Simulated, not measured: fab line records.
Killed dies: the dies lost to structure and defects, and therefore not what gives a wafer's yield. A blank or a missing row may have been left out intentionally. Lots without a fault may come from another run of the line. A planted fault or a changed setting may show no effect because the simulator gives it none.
Which of the tools did it?    flow sky130    7 lots, 21 wafers sampled, at 2 steps of a route of 708

WHAT THE GAUGES READ, wafer by wafer
SKY_POLY_GATE_THK_MEAS_01.
lot   measured      on             POLY_GATE_CVD_00_THK (nm)
L707  day 14 05:01  film metro-04  180.0 181.0 179.7
L709  day 15 02:23  film metro-01  181.3 181.3 180.9
L711  day 15 17:48  film metro-01  180.3 181.1 179.0
L713  day 16 19:22  film metro-01  179.5 179.5 181.7
L719  day 18 13:29  film metro-01  195.9 196.0 194.5
L727  day 21 10:41  film metro-02  178.9 178.8 179.0
L729  day 21 23:35  film metro-01  181.6 181.4 181.8

WHICH TOOL RAN EACH LOT (tool, then ch and the chambers of the sampled wafers, then the start)
lot   SKY_POLY_GATE_CVD_00
L707  lpcvd-01 ch 0, day 14 03:13
L709  lpcvd-01 ch 1, day 15 01:11
L711  lpcvd-01 ch 1, day 15 16:36
L713  lpcvd-01 ch 0, day 16 18:10
L719  lpcvd-01 ch 0, day 18 12:17
L727  lpcvd-01 ch 0, day 21 09:29
L729  lpcvd-01 ch 0, day 21 22:23
- SKY_POLY_GATE_CVD_00: deposits poly-Si, target thk 180 nm, time 720 s.

THE ANSWER, worked out from the rows above alone
Rule: usual is defined by the lots themselves. The widest of any qualifying gaps counts: lots, ordered by their means at a reading, are off when they make up no more than a third of the lots, leave a main group of 4 or more, and stand apart from it by 3 or more times the standard deviation of that group's means. A main group is skipped when, at the precision printed for the reading in the tables above, its means are all equal. Also off: a lot with no number at a reading for which 4 or more lots have one. The other lots that the step has rows for count as sound.
Off: at SKY_POLY_GATE_THK_MEAS_01 (POLY_GATE_CVD_00_THK), L719. The main group has a mean of 180.4 nm with a standard deviation of 0.86.
If a tool, at a process step before that reading, ran all the lots that are off and no sound lot after the first of them, it fits. Gauges at SKY_POLY_GATE_THK_MEAS_01: tried the same way as those tools. Not one of the candidates tried fits.

WHAT HAD BEEN PUT IN BY THE SIMULATOR
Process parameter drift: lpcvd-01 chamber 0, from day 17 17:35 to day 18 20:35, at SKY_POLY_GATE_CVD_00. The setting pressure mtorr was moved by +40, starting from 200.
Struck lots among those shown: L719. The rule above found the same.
